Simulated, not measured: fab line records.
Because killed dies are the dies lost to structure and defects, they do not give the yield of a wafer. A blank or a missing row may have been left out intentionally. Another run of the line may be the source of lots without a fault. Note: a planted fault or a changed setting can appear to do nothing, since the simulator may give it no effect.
Which tool is to blame? | flow gf180mcu | 45 wafers from 15 lots sampled at 2 of the route's 602 steps

== WHAT EACH GAUGE READ, for each wafer ==
GF_DUAL_GATE_OVL_MEAS_11. Usual: DUAL_GATE_OVL typically reads 0.2 nm, with standard deviation 1.4.
lot  | measured     | on         | DUAL_GATE_OVL (nm) | flag
L840 | day 8 19:50  | overlay-01 | 0.1 -1.3 -1.4      |
L842 | day 9 11:22  | overlay-02 | -0.8 1.1 -0.4      |
L847 | day 10 21:22 | overlay-01 | -0.3 -0.7 -0.3     |
L846 | day 10 21:32 | overlay-02 | 0.3 -0.6 0.3       |
L848 | day 11 09:10 | overlay-02 | 0.3 2.2 1.8        |
L851 | day 12 02:19 | overlay-01 | -1.5 -1.7 0.3      |
L852 | day 12 07:31 | overlay-02 | 1.9 4.3 2.6        |
L853 | day 12 11:58 | overlay-02 | 1.5 1.7 1.3        |
L854 | day 12 19:19 | overlay-02 | 0.1 -0.7 0.1       |
L856 | day 13 11:20 | overlay-01 | -1.4 0.5 -2.6      |
L857 | day 13 15:53 | overlay-02 | 1.1 1.2 0.7        |
L858 | day 13 22:25 | overlay-02 | 2.2 2.3 1.7        |
L859 | day 14 05:02 | overlay-02 | -0.9 -0.4 -3.0     |
L860 | day 14 13:16 | overlay-01 | 0.4 -1.2 -0.7      |
L861 | day 14 22:52 | overlay-02 | 1.5 0.4 1.8        |

GF_POLY_GATE_OVL_MEAS_11. Usual: POLY_GATE_OVL typically reads 0 nm, with standard deviation 5.6.
lot  | measured     | on         | POLY_GATE_OVL (nm) | flag
L840 | day 9 17:18  | overlay-02 | 4 -4 6             |
L842 | day 10 09:17 | overlay-02 | -8 -3 3            |
L847 | day 11 22:35 | overlay-01 | 5 3 5              |
L846 | day 11 23:12 | overlay-01 | 0 -3 9             |
L848 | day 12 07:50 | overlay-01 | 0 -6 -7            |
L851 | day 13 01:50 | overlay-01 | 1 3 3              |
L852 | day 13 06:11 | overlay-02 | -4 -10 -14         |
L853 | day 13 12:08 | overlay-01 | -9 -1 -1           |
L854 | day 13 18:47 | overlay-02 | 9 13 7             |
L856 | day 14 11:03 | overlay-01 | -5 -8 -10          |
L857 | day 14 16:24 | overlay-02 | -9 -8 -1           |
L858 | day 14 23:26 | overlay-01 | -5 5 -6            |
L859 | day 15 06:00 | overlay-02 | 2 4 5              |
L860 | day 15 15:32 | overlay-02 | -6 3 -1            |
L861 | day 16 00:08 | overlay-02 | -1 -4 3            |

== TOOL THAT RAN EACH LOT (tool first, then ch and the chambers of the sampled wafers, then the start) ==
There is no process step in the record ahead of these readings.

== AS READ BY THE TOOLS THEMSELVES (means over the sampled wafers that have a number; for cases with no such wafer, the mark the record gives instead) ==
The record holds no such reading with a usual standard deviation.

== THE ANSWER, worked out from the rows above alone ==
Rule: a lot counts as off when the mean over its wafers that have a number is more than 3 standard deviations away from the usual mean. A lot without any number at a reading at which 4 lots or more have one is off too. The other lots that the step has rows for count as sound. Order of review: gauges by route order, followed by the tools' own readings, for which a lot's mean as printed above is used. At the first step where some lot is off, the reading lying furthest off is the one used; lots without a number count as furthest.
Across all readings shown, no lot is off: no conclusion can be drawn from this.

== WHAT THE SIMULATOR HAD INSERTED ==
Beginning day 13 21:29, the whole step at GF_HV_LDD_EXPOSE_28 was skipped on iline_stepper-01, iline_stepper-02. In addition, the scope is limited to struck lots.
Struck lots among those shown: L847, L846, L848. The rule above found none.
